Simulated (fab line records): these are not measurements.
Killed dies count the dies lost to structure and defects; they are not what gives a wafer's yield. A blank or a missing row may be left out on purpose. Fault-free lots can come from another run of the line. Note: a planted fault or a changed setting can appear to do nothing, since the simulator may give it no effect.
Matching of chambers | flow gf180mcu | rie diel-02 running GF_V2_ETCH_16: 4 sister chambers
The step etches BARC in N2/H2. 4 wafers are shown with their chamber, then 11 later ones without.

WAFERS PAIRED WITH THEIR CHAMBERS
wafer  | chamber | drypump motor current A (A)
L084.4 | 2       | 5.9
L084.6 | 0       | 5.3
L086.5 | 3       | 5.3
L092.1 | 1       | 5.7

WAFERS MISSING THEIR CHAMBER
wafer  | drypump motor current A (A)
L092.5 | 5.7
L092.6 | 5.9
L093.2 | 5.9
L093.4 | 5.3
L093.5 | 5.3
L096.1 | 5.9
L096.4 | 5.2
L096.5 | 5.3
L097.1 | 5.3
L097.2 | 5.7
L097.5 | 5.3

THE CHAMBER EACH PASSED THROUGH
wafer  | from the rows above     | in truth
L092.5 | 1                       | 1
L092.6 | 2                       | 2
L093.2 | 2                       | 2
L093.4 | can't be placed: 0 or 3 | 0
L093.5 | can't be placed: 0 or 3 | 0
L096.1 | 2                       | 2
L096.4 | can't be placed: 0 or 3 | 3
L096.5 | can't be placed: 0 or 3 | 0
L097.1 | can't be placed: 0 or 3 | 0
L097.2 | 1                       | 1
L097.5 | can't be placed: 0 or 3 | 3
Placed correctly: 5 of 11. Cannot be placed on the basis of these rows: 6; the candidates contain the true chamber in 6. Number placed wrongly: 0.
How it was worked out, from the rows above alone: a wafer's distance from a chamber is the root of the sum, over the readings, of the square of ((its reading less the chamber's mean) divided by the reading's scatter). The wafer belongs to the nearest chamber; if the next one is less than 2 further off, it can't be placed. A chamber's mean is the mean of its shown wafers. The scatter: with one shown wafer a chamber, the root of the mean of the squares of how far each hidden wafer lies from its nearest shown one.
